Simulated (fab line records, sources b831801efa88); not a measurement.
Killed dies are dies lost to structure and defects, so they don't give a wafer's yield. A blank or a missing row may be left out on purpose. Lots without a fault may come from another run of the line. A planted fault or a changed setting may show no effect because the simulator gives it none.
Which tool did it? | flow sky130 | 11 lots, 33 wafers sampled, at 4 steps of a route of 708

WHAT THE GAUGES READ, wafer by wafer
SKY_METAL5_RS_MEAS_05: measures by four-point-probe.
lot  | measured     | on            | METAL5_ALCU_RS (ohm/sq)
L347 | day 42 21:22 | film_metro-01 | 0.0279 0.0276 0.0271
L348 | day 43 00:49 | film_metro-02 | 0.0270 0.0276 0.0275
L349 | day 43 12:30 | film_metro-01 | 0.0267 0.0275 0.0268
L350 | day 43 15:05 | film_metro-02 | 0.0267 0.0273 0.0267
L351 | day 44 04:07 | film_metro-03 | 0.0273 0.0269 0.0266
L359 | day 46 00:11 | film_metro-03 | 0.0275 0.0273 0.0274
L361 | day 46 17:53 | film_metro-02 | 0.0268 0.0272 0.0273
L362 | day 46 22:16 | film_metro-03 | 0.0273 0.0277 0.0275
L364 | day 47 15:21 | film_metro-01 | 0.0275 0.0270 0.0265
L366 | day 48 19:45 | film_metro-01 | 0.0265 0.0271 0.0271
L365 | day 49 00:22 | film_metro-02 | 0.0271 0.0272 0.0269

WHICH TOOL RAN EACH LOT (tool, then ch and the chambers of the sampled wafers, then the start)
lot  | SKY_METAL4_STRIP_19                  | SKY_VIA4_STRIP_13                    | SKY_METAL5_SPUTTER_04
L347 | plasma_asher-02 ch 0,1, day 41 19:31 | plasma_asher-04 ch 0,1, day 42 19:52 | pvd_sputter-03, day 42 21:16
L348 | plasma_asher-01 ch 0,1, day 41 23:43 | plasma_asher-01 ch 1, day 42 23:21   | pvd_sputter-02, day 43 00:45
L349 | plasma_asher-02 ch 0,1, day 42 10:46 | plasma_asher-01 ch 0,1, day 43 11:03 | pvd_sputter-03, day 43 12:27
L350 | plasma_asher-03 ch 0,1, day 42 13:40 | plasma_asher-03 ch 1, day 43 13:36   | pvd_sputter-02, day 43 15:02
L351 | plasma_asher-03 ch 0,1, day 43 03:29 | plasma_asher-01 ch 0,1, day 44 02:39 | pvd_sputter-03, day 44 04:03
L359 | plasma_asher-01 ch 0,1, day 45 00:13 | plasma_asher-04 ch 0, day 45 22:44   | pvd_sputter-04, day 46 00:08
L361 | plasma_asher-02 ch 0, day 45 18:14   | plasma_asher-03 ch 0, day 46 16:11   | pvd_sputter-03, day 46 17:50
L362 | plasma_asher-02 ch 1, day 45 23:28   | plasma_asher-03 ch 1, day 46 20:47   | pvd_sputter-03, day 46 22:13
L364 | plasma_asher-02 ch 0,1, day 46 16:30 | plasma_asher-03 ch 0,1, day 47 13:23 | pvd_sputter-03, day 47 15:16
L366 | plasma_asher-01 ch 0,1, day 47 23:15 | plasma_asher-03 ch 0,1, day 48 18:17 | pvd_sputter-03, day 48 19:40
L365 | plasma_asher-03 ch 0,1, day 48 03:14 | plasma_asher-03 ch 0,1, day 48 22:53 | pvd_sputter-02, day 49 00:18
- SKY_METAL4_STRIP_19: strips in O2/N2.
- SKY_VIA4_STRIP_13: strips in O2/N2.
- SKY_METAL5_SPUTTER_04: material TiN, target thk 70 nm, time 58.3 s.

THE ANSWER, worked out from the rows above alone
Rule: what is usual is taken from the lots themselves. Put in order of their means at a reading, lots are off if they are a third of the lots or fewer, leave a main group of 4 or more, and stand apart from it by a gap of 3 or more times the standard deviation of the main group's means; of several such gaps the widest counts. A main group whose means are all the same, to the digits that the tables above print for the reading, isn't used. A lot without any number at a reading at which 4 lots or more have one is off too. The other lots that the step has rows for count as sound.
No lot is off at any reading shown: from this, nothing can be told.

WHAT THE SIMULATOR HAD PUT IN
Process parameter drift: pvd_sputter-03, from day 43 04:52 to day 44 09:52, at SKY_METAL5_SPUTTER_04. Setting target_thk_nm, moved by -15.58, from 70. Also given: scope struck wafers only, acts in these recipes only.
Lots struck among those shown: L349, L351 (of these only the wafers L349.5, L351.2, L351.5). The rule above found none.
